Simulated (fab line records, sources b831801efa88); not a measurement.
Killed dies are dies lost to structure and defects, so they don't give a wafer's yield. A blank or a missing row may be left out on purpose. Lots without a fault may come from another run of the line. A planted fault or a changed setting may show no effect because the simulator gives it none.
A struck lot beside a sound one | flow gf180mcu | 18 steps out of a route of 602
Sound: wafers L910.1, L910.2, L910.3. Struck: wafers L918.1, L918.4, L918.6. The cause comes at the end.
At each step with rows: each side's tool, then ch and its chambers, then its first start. Under that, the readings that differ: sound wafers | struck wafers | difference of the means | sigmas: that difference in standard deviations of wafers without a fault.
alike: readings whose means differ by less than 2 such deviations, and words and numbers that are the same on both sides. not compared: withheld readings, readings that some wafer has no value for, bounds like >300 that may hide the same value, and numbers for which the record gives no deviation and whose values overlap.
The two part at a step that has a row with sigmas, a row that says differs or no value, or rows on one side only. Numbers that don't overlap but have no deviation are shown without sigmas and don't part them. A reading that every wafer of one side lacks parts them only if that side has two wafers or more.

GF_HV_LDD_CD_MEAS_31: target cd 400 nm.
  sound on cd_sem-01, day 15 04:11; struck on cd_sem-02, day 17 18:17
  alike: cd_nm
GF_HV_LDD_OVL_MEAS_32:
  sound on overlay-02, day 15 04:19; struck on overlay-01, day 17 18:24
  alike: HV_LDD_02_OVL
then, 4 steps without rows for these wafers: GF_HV_LDD_IMPLANT_33; GF_HV_LDD_IMPLANT_34; GF_HV_LDD_IMPLANT_35; GF_HV_LDD_IMPLANT_36.
GF_HV_LDD_STRIP_37: strips in O2/N2.
  sound on plasma_asher-03 ch 0,1, day 15 04:56; struck on plasma_asher-02 ch 0,1, day 17 19:02
  alike: drypump_motor_current_A, heater_power_w, oes_product_au, strip_time_to_endpoint_s
  not compared: rf_hours_counter_h
GF_HV_LDD_TW_MEAS_38:
  sound on film_metro-01, day 15 05:02; struck on film_metro-03, day 17 19:08
  alike: HV_LDD_3_TW
then, 4 steps without rows for these wafers: GF_HV_LDD_DEHYDRATE_39 (time 60 s); GF_HV_LDD_HMDS_40 (prime time 60 s); GF_HV_LDD_COAT_41 (resist thk 1000 nm); GF_HV_LDD_SOFTBAKE_42 (time 60 s).
GF_HV_LDD_EXPOSE_43: exposes mask Pplus HV AREA, target cd 400 nm.
  sound on iline_stepper-02 ch 0, day 15 15:29; struck on iline_stepper-01 ch 0, day 18 06:32
  reading                        | sound                   | struck               | difference | sigmas
  model.HV_LDD.overlay_x_nm (nm) | -0.6265 -0.6265 -0.6265 | -105.8 -105.8 -105.8 | -105.2     |
  alike: mask
then, 2 steps without rows for these wafers: GF_HV_LDD_PEB_44; GF_HV_LDD_DEVELOP_45 (develop time 60 s).
GF_HV_LDD_CD_MEAS_46: target cd 400 nm.
  sound on cd_sem-01, day 16 02:38; struck on cd_sem-02, day 18 18:45
  alike: cd_nm
GF_HV_LDD_OVL_MEAS_47:
  sound on overlay-01, day 16 02:45; struck on overlay-01, day 18 19:04
  reading            | sound          | struck               | difference | sigmas
  HV_LDD_03_OVL (nm) | -1.3 -0.3 -1.3 | -104.2 -103.0 -105.6 | -103.3     | -69
  not compared: hold
then, 1 step without rows for these wafers: GF_PASSIVATION_PROBE_99.

WHERE THEY PART
Only at GF_HV_LDD_OVL_MEAS_47, within this record.

WHY: what the simulator had put in
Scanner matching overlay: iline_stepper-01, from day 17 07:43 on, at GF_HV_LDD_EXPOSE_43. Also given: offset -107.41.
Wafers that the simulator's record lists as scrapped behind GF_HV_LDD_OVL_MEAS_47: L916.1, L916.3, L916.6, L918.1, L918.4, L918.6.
